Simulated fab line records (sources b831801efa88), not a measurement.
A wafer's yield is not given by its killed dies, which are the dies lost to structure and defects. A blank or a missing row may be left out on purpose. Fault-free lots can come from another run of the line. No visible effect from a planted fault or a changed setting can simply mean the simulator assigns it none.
fab line records + flow gf180mcu
[record]
- lots = 12
- wafers = 36
- last-day = 34
route steps=602 shown PSD@256 SALICIDE@286 CONTACT@287
lots with no fault: from the same line, run without faults
start-h: start of the lot's first displayed wafer, in hours after the record's first day + wait-h: how many hours have passed since the lot's step before this one + " same as the row above + L1.1+2: a row that stands for several wafers + - no value present, or no start provided + * or withheld: withheld + < > ~ a bound
route shown NAME@n: a module of which the file shows steps, and the number in the route of the first + usual: mean and standard deviation over wafers with no fault + same: alike in all rows + chamber/n: place in a boat + sites: per-site readings + _std_site: standard deviation of those values + _edge_site: mean of outer sites minus mean of inner sites + radius-mm: how far each site lies from the wafer's centre + mask NAME#n: copy n + behind: the tool/chamber that last shaped the wafer + hold: why the lot was held/for how many hours/how that ended + device: whichever transistor did not switch (one of n, p or np) + end of line: the tests these same wafers got at the end of their route + where a step has no rows: the recipe by itself + killed: the dies lost at the first sort to structure and to defects; this is not the yield of the wafer + map: dies across one wafer; x = killed, . = not, _ = none there
set.NAME: the setting the step ran with; set.NAME@STEP: the setting that earlier step ran with + model.NAME: the simulator's own value behind a step, which no gauge read
the route's steps for a sample of lots (tables are steps, rows are wafers)
services: a tool's chamber out of use, with start hour (start-h, from the record's first day; less than 0 if before it), hours out, and reason
[[steps]]
[step GF_PSD_OVL_MEAS_08]
[usual]
- PSD_OVL = 0.7/1.2
| lot.wafer | tool       | chamber | start-h | wait-h | PSD_OVL[nm] |
|-----------|------------|---------|---------|--------|-------------|
| L668.2    | overlay-01 | -       | 329.91  | 0.1    | 2.4         |
| L668.3    | "          | -       | "       | "      | 0.8         |
| L668.4    | "          | -       | "       | "      | 1.2         |
| L669.3    | overlay-01 | -       | 341.09  | 0.1    | -0.5        |
| L669.4    | "          | -       | "       | "      | 1.7         |
| L669.5    | "          | -       | "       | "      | 0.6         |
| L670.2    | overlay-02 | -       | 350.07  | 0.1    | 0.4         |
| L670.3    | "          | -       | "       | "      | -1.1        |
| L670.6    | "          | -       | "       | "      | 1.5         |
| L672.1    | overlay-02 | -       | 369.33  | 0.1    | -1.8        |
| L672.3    | "          | -       | "       | "      | -0.8        |
| L672.4    | "          | -       | "       | "      | -1.6        |
| L680.1    | overlay-01 | -       | 432.26  | 0.1    | -0.9        |
| L680.2    | "          | -       | "       | "      | -0.4        |
| L680.3    | "          | -       | "       | "      | -1.8        |
| L681.1    | overlay-02 | -       | 445.10  | 0.1    | 0.7         |
| L681.3    | "          | -       | "       | "      | -0.8        |
| L681.5    | "          | -       | "       | "      | 1.5         |
| L684.1    | overlay-01 | -       | 467.41  | 0.1    | 2.2         |
| L684.2    | "          | -       | "       | "      | 3.0         |
| L684.4    | "          | -       | "       | "      | 0.8         |
| L685.2    | overlay-02 | -       | 474.61  | 0.1    | 1.0         |
| L685.3    | "          | -       | "       | "      | -1.1        |
| L685.5    | "          | -       | "       | "      | 1.3         |
| L686.2    | overlay-02 | -       | 482.31  | 0.1    | 0.4         |
| L686.5    | "          | -       | "       | "      | 0.4         |
| L686.6    | "          | -       | "       | "      | -0.5        |
| L688.1    | overlay-02 | -       | 500.69  | 0.1    | -1.6        |
| L688.2    | "          | -       | "       | "      | 0.8         |
| L688.3    | "          | -       | "       | "      | 1.7         |
| L689.1    | overlay-01 | -       | 508.26  | 0.1    | 2.0         |
| L689.2    | "          | -       | "       | "      | 0.7         |
| L689.3    | "          | -       | "       | "      | 2.9         |
| L690.1    | overlay-02 | -       | 513.10  | 0.1    | 1.5         |
| L690.4    | "          | -       | "       | "      | 1.6         |
| L690.6    | "          | -       | "       | "      | 0.3         |
[step GF_SALICIDE_RTA_08]
[recipe]
- temp-c = 800
- time-s = 30
- ambient = N2
[usual]
- lamp-power-pct = 15.1/0.96
- wafer_temp_C_max = 804.9/1.1
| lot.wafer | tool          | chamber | start-h | wait-h | lamp-power-pct | wafer_temp_C_max |
|-----------|---------------|---------|---------|--------|----------------|------------------|
| L668.2    | rtp-anneal-02 | 0       | 353.00  | 0.0    | 16.0           | 805.6            |
| L668.3    | "             | 0       | "       | "      | 15.9           | 806.0            |
| L668.4    | "             | 0       | "       | "      | 16.0           | 803.9            |
| L669.3    | rtp-anneal-01 | 0       | 364.05  | 0.0    | 14.1           | 806.2            |
| L669.4    | "             | 0       | "       | "      | 14.0           | 805.7            |
| L669.5    | "             | 0       | "       | "      | 14.0           | 803.2            |
| L670.2    | rtp-anneal-01 | 0       | 372.99  | 0.0    | 14.0           | 805.7            |
| L670.3    | "             | 0       | "       | "      | 14.0           | 804.9            |
| L670.6    | "             | 0       | "       | "      | 14.1           | 805.2            |
| L672.1    | rtp-anneal-01 | 0       | 393.55  | 0.0    | 14.0           | 806.1            |
| L672.3    | "             | 0       | "       | "      | 14.1           | 808.7            |
| L672.4    | "             | 0       | "       | "      | 14.1           | 804.4            |
| L680.1    | rtp-anneal-02 | 0       | 458.32  | 0.0    | 16.0           | 805.2            |
| L680.2    | "             | 0       | "       | "      | 16.0           | 805.1            |
| L680.3    | "             | 0       | "       | "      | 16.0           | 804.1            |
| L681.1    | rtp-anneal-01 | 0       | 471.01  | 0.0    | 14.0           | 803.4            |
| L681.3    | "             | 0       | "       | "      | 14.0           | 805.5            |
| L681.5    | "             | 0       | "       | "      | 14.0           | 804.9            |
| L684.1    | rtp-anneal-01 | 0       | 493.13  | 0.0    | 14.0           | 806.4            |
| L684.2    | "             | 0       | "       | "      | 14.1           | 805.1            |
| L684.4    | "             | 0       | "       | "      | 14.1           | 805.2            |
| L685.2    | rtp-anneal-02 | 0       | 501.29  | 0.0    | 16.0           | 804.5            |
| L685.3    | "             | 0       | "       | "      | 16.0           | 803.0            |
| L685.5    | "             | 0       | "       | "      | 16.0           | 804.3            |
| L686.2    | rtp-anneal-01 | 0       | 507.59  | 0.0    | 14.1           | 805.6            |
| L686.5    | "             | 0       | "       | "      | 14.0           | 805.2            |
| L686.6    | "             | 0       | "       | "      | 14.1           | 805.2            |
| L688.1    | rtp-anneal-02 | 0       | 525.41  | 0.0    | 15.9           | 805.4            |
| L688.2    | "             | 0       | "       | "      | 16.0           | 804.8            |
| L688.3    | "             | 0       | "       | "      | 16.0           | 804.5            |
| L689.1    | rtp-anneal-02 | 0       | 533.11  | 0.0    | 16.0           | 803.3            |
| L689.2    | "             | 0       | "       | "      | 16.0           | 804.0            |
| L689.3    | "             | 0       | "       | "      | 16.0           | 805.5            |
| L690.1    | rtp-anneal-02 | 0       | 538.30  | 0.0    | 16.0           | 806.8            |
| L690.4    | "             | 0       | "       | "      | 16.0           | 805.1            |
| L690.6    | "             | 0       | "       | "      | 16.0           | 805.3            |
[step GF_CONTACT_CVD_00]
[recipe]
- material = SiO2
- target-thk-nm = 300
- sigma-open-frac = 0.3
- temp-c = 400
- time-s = 50
- sih4-flow-sccm = 60
- pressure-mtorr = 6
[usual]
- sih4-flow-sccm = 60.01/0.18
| lot.wafer | tool      | chamber | start-h | wait-h | sih4-flow-sccm |
|-----------|-----------|---------|---------|--------|----------------|
| L668.2    | hdpcvd-01 | 0       | 353.08  | 0.1    | 59.78          |
| L668.3    | "         | 0       | "       | "      | 60.29          |
| L668.4    | "         | 1       | "       | "      | 60.41          |
| L669.3    | hdpcvd-01 | 2       | 364.12  | 0.1    | 60.07          |
| L669.4    | "         | 1       | "       | "      | 59.99          |
| L669.5    | "         | 2       | "       | "      | 59.78          |
| L670.2    | hdpcvd-01 | 1       | 373.07  | 0.1    | 60.11          |
| L670.3    | "         | 2       | "       | "      | 60.09          |
| L670.6    | "         | 2       | "       | "      | 60.10          |
| L672.1    | hdpcvd-01 | 1       | 393.65  | 0.1    | 59.89          |
| L672.3    | "         | 0       | "       | "      | 59.61          |
| L672.4    | "         | 1       | "       | "      | 60.01          |
| L680.1    | hdpcvd-01 | 2       | 458.42  | 0.1    | 50.87          |
| L680.2    | "         | 0       | "       | "      | 50.90          |
| L680.3    | "         | 1       | "       | "      | 51.03          |
| L681.1    | hdpcvd-01 | 1       | 471.11  | 0.1    | 50.63          |
| L681.3    | "         | 0       | "       | "      | 51.26          |
| L681.5    | "         | 1       | "       | "      | 50.99          |
| L684.1    | hdpcvd-02 | 0       | 493.23  | 0.1    | 59.93          |
| L684.2    | "         | 2       | "       | "      | 59.90          |
| L684.4    | "         | 0       | "       | "      | 60.22          |
| L685.2    | hdpcvd-02 | 1       | 501.37  | 0.1    | 59.89          |
| L685.3    | "         | 2       | "       | "      | 60.21          |
| L685.5    | "         | 0       | "       | "      | 60.14          |
| L686.2    | hdpcvd-02 | 2       | 507.67  | 0.1    | 59.98          |
| L686.5    | "         | 1       | "       | "      | 59.81          |
| L686.6    | "         | 2       | "       | "      | 60.03          |
| L688.1    | hdpcvd-02 | 1       | 525.51  | 0.1    | 59.95          |
| L688.2    | "         | 0       | "       | "      | 59.89          |
| L688.3    | "         | 2       | "       | "      | 59.98          |
| L689.1    | hdpcvd-02 | 0       | 533.21  | 0.1    | 60.11          |
| L689.2    | "         | 1       | "       | "      | 60.19          |
| L689.3    | "         | 2       | "       | "      | 59.58          |
| L690.1    | hdpcvd-02 | 1       | 538.40  | 0.1    | 60.21          |
| L690.4    | "         | 2       | "       | "      | 60.45          |
| L690.6    | "         | 1       | "       | "      | 60.16          |
[step GF_CONTACT_THK_MEAS_01]
[recipe]
- reads = SiO2_of_CONTACT_CVD_00
[usual]
- CONTACT_CVD_00_THK = 302/3.2
| lot.wafer | tool          | chamber | start-h | wait-h | CONTACT_CVD_00_THK[nm] |
|-----------|---------------|---------|---------|--------|------------------------|
| L668.2    | film-metro-03 | -       | 353.16  | 0.1    | 303                    |
| L668.3    | "             | -       | "       | "      | 303                    |
| L668.4    | "             | -       | "       | "      | 304                    |
| L669.3    | film-metro-03 | -       | 364.18  | 0.0    | 300                    |
| L669.4    | "             | -       | "       | "      | 303                    |
| L669.5    | "             | -       | "       | "      | 300                    |
| L670.2    | film-metro-04 | -       | 373.15  | 0.1    | 305                    |
| L670.3    | "             | -       | "       | "      | 304                    |
| L670.6    | "             | -       | "       | "      | 305                    |
| L672.1    | film-metro-03 | -       | 393.70  | 0.0    | 304                    |
| L672.3    | "             | -       | "       | "      | 303                    |
| L672.4    | "             | -       | "       | "      | 309                    |
| L680.1    | film-metro-01 | -       | 458.46  | 0.0    | 262                    |
| L680.2    | "             | -       | "       | "      | 259                    |
| L680.3    | "             | -       | "       | "      | 258                    |
| L681.1    | film-metro-04 | -       | 471.16  | 0.0    | 257                    |
| L681.3    | "             | -       | "       | "      | 257                    |
| L681.5    | "             | -       | "       | "      | 256                    |
| L684.1    | film-metro-01 | -       | 493.27  | 0.0    | 300                    |
| L684.2    | "             | -       | "       | "      | 302                    |
| L684.4    | "             | -       | "       | "      | 302                    |
| L685.2    | film-metro-01 | -       | 501.42  | 0.0    | 301                    |
| L685.3    | "             | -       | "       | "      | 301                    |
| L685.5    | "             | -       | "       | "      | 300                    |
| L686.2    | film-metro-03 | -       | 507.73  | 0.0    | 301                    |
| L686.5    | "             | -       | "       | "      | 299                    |
| L686.6    | "             | -       | "       | "      | 299                    |
| L688.1    | film-metro-03 | -       | 525.55  | 0.0    | 303                    |
| L688.2    | "             | -       | "       | "      | 301                    |
| L688.3    | "             | -       | "       | "      | 302                    |
| L689.1    | film-metro-04 | -       | 533.26  | 0.0    | 297                    |
| L689.2    | "             | -       | "       | "      | 300                    |
| L689.3    | "             | -       | "       | "      | 296                    |
| L690.1    | film-metro-01 | -       | 538.44  | 0.0    | 301                    |
| L690.4    | "             | -       | "       | "      | 301                    |
| L690.6    | "             | -       | "       | "      | 302                    |
[step GF_CONTACT_ETCH_17]
[recipe]
- chemistry = C4F8/O2/Ar
- mask-material = KrF
- target = SiO2
- stop-on = CoSi2
- source-w = 1500
- bias-w = 1200
- pressure-mtorr = 40
- c4f8-flow-sccm = withheld
- O2_flow_sccm = 6
- Ar_flow_sccm = 300
- time-s = withheld
- target-depth-a = 8600
[usual]
- oes-product-au = 0.816/0.0047
| lot.wafer | tool        | chamber | start-h | wait-h | oes-product-au |
|-----------|-------------|---------|---------|--------|----------------|
| L668.2    | rie-diel-04 | 3       | -       | -      | 0.817          |
| L668.3    | "           | 2       | "       | "      | 0.820          |
| L668.4    | "           | 3       | "       | "      | 0.817          |
| L669.3    | rie-diel-01 | 1       | -       | -      | 0.825          |
| L669.4    | "           | 3       | "       | "      | 0.817          |
| L669.5    | "           | 1       | "       | "      | 0.822          |
| L670.2    | rie-diel-04 | 3       | -       | -      | 0.824          |
| L670.3    | "           | 2       | "       | "      | 0.824          |
| L670.6    | "           | 2       | "       | "      | 0.808          |
| L672.1    | rie-diel-04 | 2       | -       | -      | 0.819          |
| L672.3    | "           | 3       | "       | "      | 0.821          |
| L672.4    | "           | 1       | "       | "      | 0.816          |
| L680.1    | rie-diel-03 | 0       | -       | -      | 0.796          |
| L680.2    | "           | 2       | "       | "      | 0.794          |
| L680.3    | "           | 3       | "       | "      | 0.801          |
| L681.1    | rie-diel-03 | 1       | -       | -      | 0.795          |
| L681.3    | "           | 0       | "       | "      | 0.799          |
| L681.5    | "           | 2       | "       | "      | 0.787          |
| L684.1    | rie-diel-01 | 1       | -       | -      | 0.815          |
| L684.2    | "           | 2       | "       | "      | 0.811          |
| L684.4    | "           | 0       | "       | "      | 0.813          |
| L685.2    | rie-diel-04 | 0       | -       | -      | 0.824          |
| L685.3    | "           | 3       | "       | "      | 0.821          |
| L685.5    | "           | 0       | "       | "      | 0.814          |
| L686.2    | rie-diel-03 | 2       | -       | -      | 0.818          |
| L686.5    | "           | 2       | "       | "      | 0.811          |
| L686.6    | "           | 1       | "       | "      | 0.812          |
| L688.1    | rie-diel-01 | 0       | -       | -      | 0.816          |
| L688.2    | "           | 1       | "       | "      | 0.818          |
| L688.3    | "           | 2       | "       | "      | 0.812          |
| L689.1    | rie-diel-04 | 1       | -       | -      | 0.814          |
| L689.2    | "           | 0       | "       | "      | 0.811          |
| L689.3    | "           | 2       | "       | "      | 0.807          |
| L690.1    | rie-diel-03 | 3       | -       | -      | 0.813          |
| L690.4    | "           | 3       | "       | "      | 0.817          |
| L690.6    | "           | 0       | "       | "      | 0.816          |
[step GF_CONTACT_STRIP_18]
[recipe]
- chemistry = O2/N2
- power-w = 1400
- pressure-mtorr = 1500
- platen-temp-c = 250
- o2-flow-sccm = 3000
- n2-flow-sccm = 300
- overash-fraction = 0.5
[usual]
- drypump-motor-current-A = 5.6/0.4
- heater-power-w = 358/44
- oes-product-au = 0.579/0.0045
| lot.wafer | tool            | chamber | start-h | wait-h | drypump-motor-current-A | heater-power-w | oes-product-au | rf-hours-counter-h |
|-----------|-----------------|---------|---------|--------|-------------------------|----------------|----------------|--------------------|
| L668.2    | plasma-asher-02 | 1       | 375.43  | -      | 5.8                     | 412            | 0.577          | 78                 |
| L668.3    | "               | 0       | "       | "      | 5.0                     | 391            | 0.584          | -                  |
| L668.4    | "               | 1       | "       | "      | 5.8                     | 412            | 0.583          | -                  |
| L669.3    | plasma-asher-01 | 1       | 387.70  | -      | 5.3                     | 266            | 0.580          | -                  |
| L669.4    | "               | 0       | "       | "      | 6.2                     | 387            | 0.577          | -                  |
| L669.5    | "               | 0       | "       | "      | 6.2                     | 373            | 0.578          | -                  |
| L670.2    | plasma-asher-02 | 0       | 396.88  | -      | 5.0                     | 377            | 0.578          | 81                 |
| L670.3    | "               | 1       | "       | "      | 5.8                     | 414            | 0.578          | -                  |
| L670.6    | "               | 1       | "       | "      | 5.8                     | 432            | 0.580          | -                  |
| L672.1    | plasma-asher-01 | 1       | 417.96  | -      | 5.3                     | 272            | 0.580          | 81                 |
| L672.3    | "               | 1       | "       | "      | 5.3                     | 273            | 0.581          | -                  |
| L672.4    | "               | 0       | "       | "      | 6.2                     | 387            | 0.577          | -                  |
| L680.1    | plasma-asher-02 | 1       | 482.96  | -      | 5.8                     | 400            | 0.583          | 5                  |
| L680.2    | "               | 0       | "       | "      | 5.0                     | 368            | 0.586          | 5                  |
| L680.3    | "               | 1       | "       | "      | 5.8                     | 400            | 0.576          | -                  |
| L681.1    | plasma-asher-01 | 0       | 495.81  | -      | 6.2                     | 377            | 0.573          | 89                 |
| L681.3    | "               | 0       | "       | "      | 6.2                     | 390            | 0.575          | -                  |
| L681.5    | "               | 0       | "       | "      | 6.2                     | 374            | 0.588          | -                  |
| L684.1    | plasma-asher-02 | 1       | 517.92  | -      | 5.8                     | 396            | 0.585          | 9                  |
| L684.2    | "               | 0       | "       | "      | 5.0                     | 380            | 0.584          | 9                  |
| L684.4    | "               | 0       | "       | "      | 5.0                     | 372            | 0.578          | -                  |
| L685.2    | plasma-asher-01 | 0       | 526.11  | -      | 6.2                     | 379            | 0.573          | 93                 |
| L685.3    | "               | 0       | "       | "      | 6.2                     | 372            | 0.576          | -                  |
| L685.5    | "               | 0       | "       | "      | 6.2                     | 384            | 0.584          | -                  |
| L686.2    | plasma-asher-01 | 1       | 531.13  | -      | 5.3                     | 274            | 0.576          | 93                 |
| L686.5    | "               | 1       | "       | "      | 5.3                     | 274            | 0.581          | -                  |
| L686.6    | "               | 0       | "       | "      | 6.2                     | 376            | 0.575          | -                  |
| L688.1    | plasma-asher-03 | 0       | 549.71  | -      | 5.9                     | 324            | 0.575          | 45                 |
| L688.2    | "               | 1       | "       | "      | 5.8                     | 366            | 0.578          | 45                 |
| L688.3    | "               | 0       | "       | "      | 5.9                     | 312            | 0.586          | -                  |
| L689.1    | plasma-asher-01 | 1       | 556.86  | -      | 5.3                     | 270            | 0.578          | 96                 |
| L689.2    | "               | 0       | "       | "      | 6.2                     | 376            | 0.576          | 96                 |
| L689.3    | "               | 1       | "       | "      | 5.3                     | 276            | 0.581          | -                  |
| L690.1    | plasma-asher-02 | 1       | 561.65  | -      | 5.8                     | 401            | 0.590          | 13                 |
| L690.4    | "               | 0       | "       | "      | 5.0                     | 367            | 0.582          | -                  |
| L690.6    | "               | 1       | "       | "      | 5.8                     | 396            | 0.586          | -                  |
[[services]]
| tool            | chamber | start-h | hours | kind   |
|-----------------|---------|---------|-------|--------|
| rie-diel-04     | 1       | 346.00  | 1.3   | repair |
| hdpcvd-01       | 2       | 350.19  | 3.3   | repair |
| rie-diel-03     | 2       | 354.27  | 3.9   | repair |
| rtp-anneal-01   | -       | 354.39  | 1.4   | pm     |
| rie-diel-04     | 2       | 370.34  | 3.4   | repair |
| hdpcvd-01       | 0       | 371.87  | 8.5   | repair |
| rie-diel-04     | 0       | 373.90  | 12.9  | repair |
| plasma-asher-01 | -       | 375.45  | 0.9   | repair |
| hdpcvd-01       | -       | 376.99  | 0.9   | repair |
| rtp-anneal-02   | -       | 379.84  | 5.3   | pm     |
| hdpcvd-01       | 1       | 379.95  | 6.3   | repair |
| rie-diel-04     | 2       | 380.60  | 8.0   | repair |
| rie-diel-04     | -       | 404.52  | 2.8   | pm     |
| rie-diel-04     | 2       | 410.42  | 4.2   | repair |
| rie-diel-03     | 1       | 420.00  | 4.9   | repair |
| plasma-asher-02 | -       | 421.25  | 9.0   | pm     |
| plasma-asher-02 | -       | 429.00  | 3.3   | repair |
| rie-diel-04     | 3       | 435.06  | 4.3   | repair |
| hdpcvd-02       | 2       | 440.91  | 12.2  | repair |
| plasma-asher-02 | -       | 458.77  | 2.8   | pm     |
| rie-diel-03     | -       | 473.59  | 0.3   | repair |
| rie-diel-04     | 2       | 498.91  | 4.0   | repair |
| hdpcvd-02       | -       | 539.25  | 15.0  | pm     |
| plasma-asher-01 | -       | 541.83  | 3.3   | repair |
[[key]]
[first-sign]
- step = GF_CONTACT_CVD_00
- reading = sih4-flow-sccm
- direction = down
- sigmas = 49
- usual = 60.01
- struck = 50.95
[effect]
- step = GF_CONTACT_THK_MEAS_01
- reading = CONTACT_CVD_00_THK
- direction = down
- sigmas = 14
- usual = 302
- struck = 258
[effect]
- step = GF_CONTACT_ETCH_17
- reading = oes-product-au
- direction = down
- sigmas = 4.3
- usual = 0.816
- struck = 0.795
met-at GF_CONTACT_CVD_00
struck-lots L680,L681
tester-left-out L680,L681
not-acting-at GF_PSD_OVL_MEAS_08,GF_SALICIDE_RTA_08,GF_CONTACT_STRIP_18
onset-between 393.65 458.42
[fault]
- kind = process-parameter-drift
- tool = hdpcvd-01
- chamber = -
- onset-h = 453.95
- steps = GF_CONTACT_CVD_00
- channel = sih4-flow-sccm
- offset = -9
- shape = step
- end-h = 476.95
- acts-in = these-recipes-only
- stated = 60
// tester-left-out: of these lots the tester's yield and bins aren't shown, on N5 and GAA mostly nor the transistor test; their killed dies are dies lost to structure and defects alone, not to doping, threshold or leakage, so they don't give the yield
